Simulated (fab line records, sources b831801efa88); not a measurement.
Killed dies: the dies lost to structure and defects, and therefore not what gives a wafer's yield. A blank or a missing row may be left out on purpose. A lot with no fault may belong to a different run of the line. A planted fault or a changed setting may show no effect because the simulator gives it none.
A lot that was struck, set against a sound lot | flow sky130 | 19 out of 708 route steps
Sound: wafers L803.1, L803.5, L803.6. Wafers L812.3, L812.4, L812.6 were the ones struck. The cause is given at the end.
Per side, at each step with rows, come the tool, then ch with its chambers, and then its first start. Under that, the readings that differ: sound wafers | struck wafers | difference of the means | sigmas: that difference in standard deviations of wafers without a fault.
alike: readings whose means differ by less than 2 such deviations, and words and numbers that are the same on both sides. not compared: withheld readings, readings that some wafer has no value for, bounds like >300 that may hide the same value, and numbers for which the record gives no deviation and whose values overlap.
The two part at a step that has a row with sigmas, a row that says differs or no value, or rows on one side only. Numbers that have no deviation but don't overlap get no sigmas and don't part them. Lack of a reading on every wafer of one side parts them only where that side has two or more wafers.

first, 4 steps without rows for these wafers: SKY_NWELL_SOFTBAKE_06; SKY_NWELL_EXPOSE_07 (exposes mask NWM, target cd 840 nm); SKY_NWELL_PEB_08; SKY_NWELL_DEVELOP_09 (develop time 60 s).
SKY_NWELL_OVL_MEAS_10:
  struck on overlay-01, day 6 21:22; sound on overlay-01, day 4 16:25
  alike: NWELL_00_OVL
then, 3 steps without rows for these wafers: SKY_NWELL_IMPLANT_11; SKY_NWELL_IMPLANT_12; SKY_NWELL_IMPLANT_13.
SKY_NWELL_STRIP_14: strips in O2/N2.
  sound on plasma-asher-02 ch 0,1, day 4 16:53; struck on plasma-asher-04 ch 0,1, day 6 21:53
  reading                     | sound          | struck         | difference | sigmas
  drypump-motor-current-A (A) | 5.71 5.72 5.39 | 5.19 5.22 5.20 | -0.40      | -2
  alike: o2-flow-sccm, oes-product-au, strip-time-to-endpoint-s
  not compared: rf-hours-counter-h
SKY_NWELL_TW_MEAS_15:
  struck on film-metro-02, day 6 21:58; sound on film-metro-02, day 4 16:59
  alike: NWELL_TW
then, 2 steps without rows for these wafers: SKY_NWELL_DEHYDRATE_16 (time 60 s); SKY_NWELL_HMDS_17 (prime time 60 s).
SKY_NWELL_COAT_18: resist thk 3000 nm.
  struck on litho-track-01, day 7 07:28; sound on litho-track-01 ch 0, day 5 01:07
  no value came back on the struck wafers for chill-plate-temp-C (C), dispense-pressure-kPa (kPa); on the sound wafers chill-plate-temp-C (C) reads 22.96 22.94 22.94
then, 4 steps without rows for these wafers: SKY_NWELL_SOFTBAKE_19; SKY_NWELL_EXPOSE_20 (exposes mask NWM COMPLEMENT, target cd 840 nm); SKY_NWELL_PEB_21; SKY_NWELL_DEVELOP_22 (develop time 60 s).
SKY_NWELL_OVL_MEAS_23:
  struck on overlay-01, day 7 18:04; sound on overlay-01, day 5 10:19
  reading           | sound         | struck | difference                    | sigmas
  NWELL_01_OVL (nm) | -0.9 1.0 -0.3 | - - -  | no value on the struck wafers |
following that, these wafers have no rows for 1 step: SKY_NWELL_IMPLANT_24.

== WHERE THEY PART ==
First at SKY_NWELL_STRIP_14; last, within this record, at SKY_NWELL_OVL_MEAS_23.

WHY: what the simulator had put in
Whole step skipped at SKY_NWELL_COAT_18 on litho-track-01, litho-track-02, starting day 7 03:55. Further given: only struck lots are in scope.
